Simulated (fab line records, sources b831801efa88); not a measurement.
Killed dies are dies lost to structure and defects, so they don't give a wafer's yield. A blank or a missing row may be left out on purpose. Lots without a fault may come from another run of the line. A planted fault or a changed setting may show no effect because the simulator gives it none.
Which tool did it? | flow gf180mcu | 14 lots, 42 wafers sampled, at 5 steps of a route of 602

WHAT THE GAUGES READ, wafer by wafer
GF_POLY_GATE_THK_MEAS_17. Usual: POLY_GATE_OXIDATION_THK 3.98 nm, standard deviation 0.094.
lot  | measured     | on            | POLY_GATE_OXIDATION_THK (nm) | flag
L115 | day 9 03:46  | film_metro-03 | 4.07 3.95 3.91               |
L116 | day 9 11:09  | film_metro-01 | 3.87 3.95 4.07               |
L117 | day 9 20:46  | film_metro-03 | 3.93 3.96 4.00               |
L118 | day 10 02:42 | film_metro-03 | 3.98 4.06 3.96               |
L120 | day 10 14:27 | film_metro-01 | 4.06 4.09 4.01               |
L121 | day 10 18:40 | film_metro-01 | 3.99 4.04 4.01               |
L122 | day 11 02:08 | film_metro-01 | 3.91 3.88 3.95               |
L125 | day 11 22:26 | film_metro-04 | 4.10 4.12 4.19               |
L127 | day 12 21:55 | film_metro-01 | 3.93 3.88 3.80               |
L130 | day 14 05:10 | film_metro-01 | 3.99 3.96 3.89               |
L132 | day 15 08:49 | film_metro-01 | 3.91 3.86 3.83               |
L133 | day 15 08:49 | film_metro-04 | 3.79 3.86 3.97               |
L135 | day 16 05:04 | film_metro-01 | 3.98 3.97 3.96               |
L137 | day 16 13:02 | film_metro-01 | 3.99 3.88 3.84               |

GF_HV_LDD_OVL_MEAS_20. Usual: HV_LDD_01_OVL 0.9 nm, standard deviation 1.5.
lot  | measured     | on         | HV_LDD_01_OVL (nm) | flag
L115 | day 10 16:13 | overlay-02 | 2.5 3.6 2.7        |
L116 | day 10 22:47 | overlay-01 | -1.4 0.3 -0.1      |
L117 | day 11 08:30 | overlay-01 | 1.6 1.5 2.1        |
L118 | day 11 16:01 | overlay-01 | 2.0 1.2 2.0        |
L120 | day 12 03:53 | overlay-01 | 0.9 1.4 2.1        |
L121 | day 12 08:31 | overlay-02 | -2.7 0.3 -0.7      |
L122 | day 12 15:56 | overlay-01 | 0.6 -1.5 -0.9      |
L125 | day 13 13:46 | overlay-02 | 1.4 1.9 2.9        |
L127 | day 14 14:25 | overlay-01 | -0.9 0.2 0.3       |
L130 | day 15 21:36 | overlay-01 | -0.9 1.7 2.1       |
L132 | day 17 03:59 | overlay-01 | 0.6 2.4 1.7        |
L133 | day 17 04:04 | overlay-02 | 1.8 1.5 3.2        |
L135 | day 18 02:42 | overlay-01 | 0.3 3.6 2.6        |
L137 | day 18 11:48 | overlay-01 | -3.0 0.7 0.5       |

GF_HV_LDD_TW_MEAS_50. Usual: HV_LDD_4_TW 568, standard deviation 6.6.
lot  | measured     | on            | HV_LDD_4_TW | flag
L115 | day 12 06:36 | film_metro-02 | 572 570 568 |
L116 | day 12 13:20 | film_metro-04 | 560 559 560 |
L117 | day 13 00:11 | film_metro-02 | 572 575 572 |
L118 | day 13 08:22 | film_metro-03 | 578 575 575 |
L120 | day 13 19:51 | film_metro-04 | 559 563 563 |
L121 | day 14 01:12 | film_metro-02 | 566 572 572 |
L122 | day 14 08:20 | film_metro-03 | 577 571 575 |
L125 | day 15 08:39 | film_metro-04 | 561 561 560 |
L127 | day 16 09:56 | film_metro-04 | 559 556 556 |
L130 | day 17 20:29 | film_metro-02 | 570 569 572 |
L132 | day 19 02:49 | film_metro-04 | 562 564 562 |
L133 | day 19 02:50 | film_metro-03 | 569 573 569 |
L135 | day 20 03:01 | film_metro-03 | 570 572 571 |
L137 | day 20 12:23 | film_metro-04 | 556 559 560 |

GF_NSD_CD_MEAS_07: target cd 400 nm. Usual: cd_nm 400.2 nm, standard deviation 1.8.
lot  | measured     | on        | cd_nm (nm)        | flag
L115 | day 13 06:14 | cd_sem-01 | 399.6 400.7 402.7 |
L116 | day 13 13:11 | cd_sem-01 | 399.7 402.4 398.8 |
L117 | day 13 23:28 | cd_sem-02 | 399.2 401.2 402.3 |
L118 | day 14 06:46 | cd_sem-02 | 399.8 402.2 401.7 |
L120 | day 14 19:37 | cd_sem-02 | 399.6 399.4 400.4 |
L121 | day 15 00:32 | cd_sem-02 | 398.8 398.5 397.2 |
L122 | day 15 08:40 | cd_sem-02 | 400.8 400.5 397.9 |
L125 | day 16 08:44 | cd_sem-02 | 404.0 400.5 399.3 |
L127 | day 17 11:17 | cd_sem-02 | 401.5 402.3 405.4 |
L130 | day 18 22:27 | cd_sem-01 | 412.3 410.5 412.5 | OFF
L132 | day 20 05:44 | cd_sem-01 | 413.2 414.4 411.0 | OFF
L133 | day 20 05:59 | cd_sem-02 | 399.1 398.7 400.3 |
L135 | day 21 05:54 | cd_sem-02 | 398.4 399.9 398.7 |
L137 | day 21 14:58 | cd_sem-02 | 399.9 401.8 401.4 |

WHICH TOOL RAN EACH LOT (tool, then ch and the chambers of the sampled wafers, then the start)
lot  | GF_NSD_DEVELOP_06
L115 | litho_track-04 ch 0, day 13 06:05
L116 | litho_track-02 ch 0, day 13 13:02
L117 | litho_track-04 ch 0, day 13 23:19
L118 | litho_track-04 ch 0, day 14 06:37
L120 | litho_track-01 ch 0, day 14 19:28
L121 | litho_track-04 ch 0, day 15 00:23
L122 | litho_track-04 ch 0, day 15 08:31
L125 | litho_track-01 ch 0, day 16 08:37
L127 | litho_track-02 ch 0, day 17 11:08
L130 | litho_track-02 ch 0, day 18 22:18
L132 | litho_track-02 ch 0, day 20 05:35
L133 | litho_track-04 ch 0, day 20 05:50
L135 | litho_track-01 ch 0, day 21 05:46
L137 | litho_track-04 ch 0, day 21 14:49
- GF_NSD_DEVELOP_06: develop time 60 s.

WHAT THE TOOLS THEMSELVES READ (means of the sampled wafers that have a number; where no wafer has one, the mark that the record gives instead)
The record holds no such reading with a usual standard deviation.

THE ANSWER, worked out from the rows above alone
Rule: a lot is off if the mean of its wafers that have a number lies more than 3 standard deviations from the usual mean. A lot without any number at a reading at which 4 lots or more have one is off too. The other lots that the step has rows for count as sound. The gauges are gone through in route order, then the tools' own readings, and for those a lot's mean is taken as printed above. The first step at which some lot is off is used, and at that step the reading that is off furthest; a lot without a number counts as furthest.
Off: L130, L132, at GF_NSD_CD_MEAS_07 (cd_nm).
A tool fits if, at a process step before that reading, it ran every lot that is off, and no sound lot after the first of them. The gauges at GF_NSD_CD_MEAS_07 are tried like those tools. Can't be told from this: 2 tools fit, litho_track-02 at GF_NSD_DEVELOP_06, cd_sem-01 at GF_NSD_CD_MEAS_07.

WHAT THE SIMULATOR HAD PUT IN
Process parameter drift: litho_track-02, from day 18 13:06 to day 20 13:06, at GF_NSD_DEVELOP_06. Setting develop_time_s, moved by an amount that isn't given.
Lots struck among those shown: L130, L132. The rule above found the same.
